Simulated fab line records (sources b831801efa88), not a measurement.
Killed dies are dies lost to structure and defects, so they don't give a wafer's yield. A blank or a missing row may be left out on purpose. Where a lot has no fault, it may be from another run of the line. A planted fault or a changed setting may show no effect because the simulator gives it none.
Which of the tools did it? / flow sky130 / 24 lots, 72 wafers sampled, at 1 step of a route of 708

== WHAT EACH GAUGE READ, for each wafer ==
SKY_FIELD_ISO_CD_MEAS_13: the cd target is 150 nm.
lot=L074; measured=day 2 06:53; on=cd sem-01; cd nm (nm)=149.6 148.3 149.3
lot=L075; measured=day 2 12:04; on=cd sem-02; cd nm (nm)=149.9 150.2 150.8
lot=L076; measured=day 2 16:35; on=cd sem-01; cd nm (nm)=148.9 148.7 149.7
lot=L077; measured=day 2 20:34; on=cd sem-02; cd nm (nm)=151.4 151.6 151.6
lot=L078; measured=day 3 02:08; on=cd sem-02; cd nm (nm)=150.0 150.9 149.3
lot=L079; measured=day 3 06:31; on=cd sem-01; cd nm (nm)=151.5 150.4 152.7
lot=L080; measured=day 3 12:16; on=cd sem-02; cd nm (nm)=149.9 150.5 149.2
lot=L081; measured=day 3 16:20; on=cd sem-01; cd nm (nm)=152.0 152.0 150.5
lot=L082; measured=day 4 00:47; on=cd sem-01; cd nm (nm)=149.6 150.3 149.8
lot=L083; measured=day 4 03:47; on=cd sem-01; cd nm (nm)=148.5 147.7 149.5
lot=L084; measured=day 4 08:32; on=cd sem-01; cd nm (nm)=149.4 148.3 148.0
lot=L085; measured=day 4 14:25; on=cd sem-02; cd nm (nm)=150.9 152.2 151.7
lot=L086; measured=day 4 19:39; on=cd sem-01; cd nm (nm)=146.4 148.5 146.6
lot=L087; measured=day 5 03:17; on=cd sem-01; cd nm (nm)=149.7 149.2 148.8
lot=L088; measured=day 5 06:50; on=cd sem-01; cd nm (nm)=149.5 150.3 149.7
lot=L089; measured=day 5 12:34; on=cd sem-02; cd nm (nm)=150.1 151.0 149.6
lot=L090; measured=day 5 17:08; on=cd sem-01; cd nm (nm)=150.3 149.7 150.9
lot=L091; measured=day 5 21:07; on=cd sem-02; cd nm (nm)=149.7 149.9 150.0
lot=L092; measured=day 6 03:47; on=cd sem-01; cd nm (nm)=147.1 147.7 148.8
lot=L093; measured=day 6 07:28; on=cd sem-01; cd nm (nm)=148.4 149.6 149.8
lot=L094; measured=day 6 12:56; on=cd sem-01; cd nm (nm)=149.3 148.7 148.3
lot=L095; measured=day 6 18:40; on=cd sem-02; cd nm (nm)=152.7 150.4 150.8
lot=L096; measured=day 6 23:33; on=cd sem-01; cd nm (nm)=151.5 151.1 152.1
lot=L097; measured=day 7 03:59; on=cd sem-01; cd nm (nm)=149.2 151.7 149.5

== EACH LOT AND THE TOOL THAT RAN IT (in order: tool; ch and the chambers of the sampled wafers; start) ==
There is no process step in the record ahead of these readings.

== AS READ BY THE TOOLS THEMSELVES (means over the sampled wafers that have a number; for cases with no such wafer, the mark the record gives instead) ==
The record holds no such reading with a usual standard deviation.

== THE ANSWER, worked out from the rows above alone ==
Rule: usual is defined by the lots themselves. The widest of any qualifying gaps counts: lots, ordered by their means at a reading, are off when they make up no more than a third of the lots, leave a main group of 4 or more, and stand apart from it by 3 or more times the standard deviation of that group's means. A main group is skipped when, at the precision printed for the reading in the tables above, its means are all equal. A lot without any number at a reading at which 4 lots or more have one is off too. Where the step has rows for the other lots, those lots are counted as sound. First the gauges in route order, then the tools' own readings, where a lot's mean is used as printed above. The first step at which some lot is off is used, and at that step the reading that is off furthest; a lot without a number counts as furthest.
No lot is off on any of the readings shown, so nothing can be concluded from this.

== WHAT THE SIMULATOR PUT IN ==
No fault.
